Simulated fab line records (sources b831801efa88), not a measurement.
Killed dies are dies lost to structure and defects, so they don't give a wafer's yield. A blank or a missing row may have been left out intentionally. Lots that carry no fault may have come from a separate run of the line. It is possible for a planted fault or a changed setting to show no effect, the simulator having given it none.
Which tool did it?    flow sky130    15 lots with 45 wafers sampled at 5 steps, on a route of 708 steps

== WHAT THE GAUGES READ, wafer by wafer ==
SKY_NWELL_RS_MEAS_29: a four-point-probe measurement. Usual: NWELL_RS typically reads 624.7 ohm/sq, with standard deviation 1.8.
lot   measured      on             NWELL_RS (ohm/sq)  flag
L263  day 5 18:58   film metro-01  624.1 624.5 626.0  
L265  day 6 08:49   film metro-01  623.2 626.2 625.3  
L267  day 6 17:23   film metro-02  622.2 621.0 623.3  
L268  day 7 01:19   film metro-01  628.0 629.8 628.9  
L269  day 7 05:00   film metro-02  623.5 623.8 624.8  
L270  day 7 11:26   film metro-04  626.1 626.3 625.3  
L271  day 7 18:02   film metro-02  623.8 623.5 623.7  
L272  day 8 01:23   film metro-02  623.4 623.9 624.2  
L276  day 9 15:37   film metro-01  622.8 622.3 622.2  
L277  day 9 21:32   film metro-02  627.0 626.4 626.6  
L278  day 10 03:10  film metro-02  623.0 626.6 623.5  
L280  day 10 05:44  film metro-04  625.4 627.2 624.1  
L283  day 10 22:37  film metro-02  624.3 624.0 623.3  
L282  day 10 23:32  film metro-04  625.4 624.7 624.7  
L284  day 11 04:52  film metro-04  624.3 622.1 624.1  

SKY_LDD_LDN_OVL_MEAS_07. Usual: LDD_LDN_OVL typically reads 0.8 nm, with standard deviation 1.5.
lot   measured      on          LDD_LDN_OVL (nm)  flag
L263  day 23 09:16  overlay-01  1.6 0.1 -0.3      
L265  day 24 13:36  overlay-01  0.6 2.8 0.3       
L267  day 24 20:11  overlay-01  1.1 0.2 -0.1      
L268  day 25 05:32  overlay-02  1.5 0.6 0.7       
L269  day 25 18:18  overlay-02  - - -             OFF
L270  day 26 02:35  overlay-02  - - -             OFF
L271  day 26 12:10  overlay-01  - - -             OFF
L272  day 26 16:55  overlay-02  -0.1 -0.5 0.9     
L276  day 28 23:46  overlay-01  0.4 1.7 0.9       
L277  day 29 03:07  overlay-02  -1.7 -2.6 -1.4    
L278  day 29 17:10  overlay-02  2.1 2.1 1.5       
L280  day 29 18:32  overlay-02  -0.8 0.6 -1.8     
L283  day 30 12:21  overlay-01  2.9 3.5 2.0       
L282  day 30 12:56  overlay-01  3.1 1.6 4.4       
L284  day 30 18:17  overlay-01  4.3 2.0 2.7       

SKY_RES_XHIGH_TW_MEAS_09. Usual: RES_XHIGH_TW typically reads 1632, with standard deviation 12.
lot   measured      on             RES_XHIGH_TW    flag
L263  day 27 04:45  film metro-02  1642 1641 1637  
L265  day 28 08:01  film metro-03  1624 1621 1623  
L267  day 28 13:43  film metro-01  1652 1651 1653  
L268  day 28 23:06  film metro-03  1614 1613 1610  
L269  day 29 10:49  film metro-02  1899 1915 1914  OFF
L270  day 29 19:52  film metro-03  1889 1895 1895  OFF
L271  day 30 05:25  film metro-03  1896 1887 1894  OFF
L272  day 30 08:25  film metro-03  1621 1626 1620  
L276  day 32 13:26  film metro-01  1638 1638 1631  
L277  day 32 17:24  film metro-02  1636 1639 1640  
L278  day 33 16:31  film metro-02  1636 1637 1627  
L280  day 33 16:59  film metro-03  1629 1624 1628  
L283  day 33 23:37  film metro-03  1618 1622 1626  
L282  day 34 00:05  film metro-01  1636 1632 1638  
L284  day 34 07:05  film metro-03  1633 1625 1626  

SKY_SD_N_OVL_MEAS_08. Usual: SD_N_OVL typically reads 0.4 nm, with standard deviation 1.2.
lot   measured      on          SD_N_OVL (nm)   flag
L263  day 28 10:28  overlay-02  0.5 0.4 -1.6    
L265  day 29 11:35  overlay-01  -1.1 -1.1 -1.3  
L267  day 29 18:04  overlay-02  -2.5 -2.2 -2.6  
L268  day 30 02:28  overlay-01  1.7 2.8 2.1     
L269  day 30 14:31  overlay-02  -2.3 -0.9 -1.2  
L270  day 30 23:41  overlay-01  -0.8 0.1 -1.3   
L271  day 31 06:37  overlay-01  0.9 -0.5 2.2    
L272  day 31 14:14  overlay-01  -1.6 0.5 0.8    
L276  day 33 15:37  overlay-02  -0.7 -0.8 0.9   
L277  day 33 19:38  overlay-02  0.1 0.6 0.6     
L278  day 34 18:40  overlay-01  -1.2 -0.7 -0.8  
L280  day 34 19:23  overlay-01  0.4 1.1 1.0     
L283  day 35 01:22  overlay-01  2.2 2.0 0.6     
L282  day 35 01:41  overlay-01  0.6 1.2 1.4     
L284  day 35 09:02  overlay-02  2.0 2.8 2.3     

== WHICH TOOL RAN EACH LOT (tool, then ch and the chambers of the sampled wafers, then the start) ==
lot   SKY_LDD_LDN_COAT_02
L263  litho track-04 ch 0, day 22 18:07
L265  litho track-01 ch 0, day 23 22:49
L267  litho track-02 ch 0, day 24 05:35
L268  litho track-04 ch 0, day 24 15:04
L269  litho track-04, day 25 02:44
L270  litho track-04, day 25 11:41
L271  litho track-01, day 25 21:34
L272  litho track-01 ch 0, day 26 02:22
L276  litho track-02 ch 0, day 28 09:44
L277  litho track-04 ch 0, day 28 12:40
L278  litho track-01 ch 0, day 29 02:31
L280  litho track-01 ch 0, day 29 04:37
L283  litho track-01 ch 0, day 29 23:01
L282  litho track-01 ch 0, day 29 23:35
L284  litho track-02 ch 0, day 30 05:38
- SKY_LDD_LDN_COAT_02: resist thk 1140 nm.

== WHAT THE TOOLS THEMSELVES READ (means of the sampled wafers that have a number; where no wafer has one, the mark that the record gives instead) ==
SKY_LDD_LDN_COAT_02. Usual: chill plate temp C 22.99 C, standard deviation 0.11; dispense pressure kPa 47.1 kPa, standard deviation 2.1; resist line temp C 23.01 C, standard deviation 0.095.
lot   tool            chill plate temp C (C)  dispense pressure kPa (kPa)  resist line temp C (C)  flag
L263  litho track-04  23.00                   44.6                         22.96                   
L265  litho track-01  23.08                   47.5                         23.04                   
L267  litho track-02  23.10                   50.4                         23.04                   
L268  litho track-04  23.01                   44.6                         22.97                   
L269  litho track-04  -                       -                            -                       OFF
L270  litho track-04  -                       -                            -                       OFF
L271  litho track-01  -                       -                            -                       OFF
L272  litho track-01  22.99                   47.5                         23.00                   
L276  litho track-02  23.04                   50.4                         22.96                   
L277  litho track-04  23.10                   44.6                         23.01                   
L278  litho track-01  22.91                   47.5                         23.07                   
L280  litho track-01  22.94                   47.5                         23.02                   
L283  litho track-01  23.03                   47.5                         22.94                   
L282  litho track-01  22.87                   47.5                         23.13                   
L284  litho track-02  22.97                   50.5                         23.03                   

== THE ANSWER, worked out from the rows above alone ==
Rule: take the mean of a lot's wafers that have a number; if it is more than 3 standard deviations from the usual mean, the lot is off. Also off: a lot with no number at a reading for which 4 or more lots have one. The other lots that the step has rows for count as sound. First the gauges in route order, then the tools' own readings, where a lot's mean is used as printed above. At the first step where some lot is off, the reading lying furthest off is the one used; lots without a number count as furthest.
Off: L269, L270, L271, seen at SKY_LDD_LDN_OVL_MEAS_07 (LDD_LDN_OVL). Without a number there: L269, L270, L271.
If a tool, at a process step before that reading, ran all the lots that are off and no sound lot after the first of them, it fits. Not tried: the gauges at SKY_LDD_LDN_OVL_MEAS_07; whatever is off there is also off at SKY_RES_XHIGH_TW_MEAS_09, on other tools, and gauge error can't account for it. No candidate that was tried fits.

== WHAT THE SIMULATOR HAD PUT IN ==
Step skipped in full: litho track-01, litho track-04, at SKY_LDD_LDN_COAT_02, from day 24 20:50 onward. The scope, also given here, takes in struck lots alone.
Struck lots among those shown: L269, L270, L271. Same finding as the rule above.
